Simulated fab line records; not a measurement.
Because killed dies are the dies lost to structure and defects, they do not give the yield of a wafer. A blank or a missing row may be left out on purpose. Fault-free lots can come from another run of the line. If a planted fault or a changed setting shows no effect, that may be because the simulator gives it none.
A lot that was struck, set against a sound lot || flow sky130 || 15 out of 708 route steps
Sound: wafers L293.2, L293.3, L293.4. Struck: wafers L309.1, L309.2, L309.5. The cause comes at the end.
For every step that has rows: the tool of each side, followed by ch and its chambers, followed by its first start. Under that, the readings that differ: sound wafers || struck wafers || difference of the means || sigmas: that difference in standard deviations of wafers without a fault.
alike: a reading whose means differ by less than 2 such deviations, as well as words and numbers matching on both sides. not compared: withheld readings; readings where some wafer has no value; bounds like >300 that might hide an equal value; numbers whose values overlap and for which the record gives no deviation.
Wherever a step has rows on one side only, a row that says differs or no value, or a row with sigmas, the two part there. When numbers do not overlap yet have no deviation, they are printed without sigmas and do not part them. Lack of a reading on every wafer of one side parts them only where that side has two or more wafers.

first, 1 step without rows for these wafers: SKY_VIA4_HDPCVD_00 (deposits SiO2, target thk 1750 nm, time 291.7 s).
SKY_VIA4_THK_MEAS_01:
  struck on film metro-04, day 46 16:31; sound on film metro-03, day 42 06:53
  alike: VIA4_HDPCVD_THK
SKY_VIA4_CMP_02: polishes SiO2.
  sound on cmp-02 ch 0,1,2, day 42 06:56; struck on cmp-01 ch 0,3, day 46 16:37
  alike: motor current A
SKY_VIA4_BOW_MEAS_03:
  struck on film metro-01, day 46 16:52; sound on film metro-01, day 42 07:16
  alike: VIA4_BOW
then, 7 steps without rows for these wafers: SKY_VIA4_DEHYDRATE_04 (time 60 s); SKY_VIA4_HMDS_05 (prime time 60 s); SKY_VIA4_COAT_06 (resist thk 1140 nm); SKY_VIA4_SOFTBAKE_07 (time 60 s); SKY_VIA4_EXPOSE_08 (exposes mask VIM4, target cd 800 nm); SKY_VIA4_PEB_09; SKY_VIA4_DEVELOP_10 (develop time 60 s).
SKY_VIA4_OVL_MEAS_11:
  struck on overlay-02, day 47 12:50; sound on overlay-02, day 43 05:37
  alike: VIA4_OVL
SKY_VIA4_ETCH_12: etches SiO2 in C4F8/O2/Ar, stops on TiN, target depth 580 nm.
  sound on rie diel-03 ch 0,2,3, day 43 05:38; struck on rie diel-04 ch 1,2,3, day 47 12:52
  no value came back on the struck wafers for bias w (W), chamber pressure mTorr (mTorr), oes product au (a.u.); on the sound wafers bias w (W) reads 1208 1197 1199
{"reading": "model.NOVOLAK_of_VIA4_COAT_06.thk nm (nm)", "sound": "1008 1014 1014", "struck": "1139 1138 1137", "difference": "+126", "sigmas": ""}
SKY_VIA4_STRIP_13: strips in O2/N2.
  sound on plasma asher-02 ch 0,1, day 43 05:43; struck on plasma asher-01 ch 0,1, day 47 12:57
{"reading": "strip time to endpoint s (s)", "sound": "12.814 12.835 12.836", "struck": "14.156 14.164 14.154", "difference": "+1.330", "sigmas": "+47"}
  alike: drypump motor current A, n2 flow sccm, oes product au
  not compared: rf hours counter h
then, 1 step without rows for these wafers: SKY_VIA4_STRIP_14 (strips in post etch residue remover, time 1200 s).

WHERE THEY PART
First at SKY_VIA4_ETCH_12; last, within this record, at SKY_VIA4_STRIP_13.

WHY: whatever the simulator had introduced
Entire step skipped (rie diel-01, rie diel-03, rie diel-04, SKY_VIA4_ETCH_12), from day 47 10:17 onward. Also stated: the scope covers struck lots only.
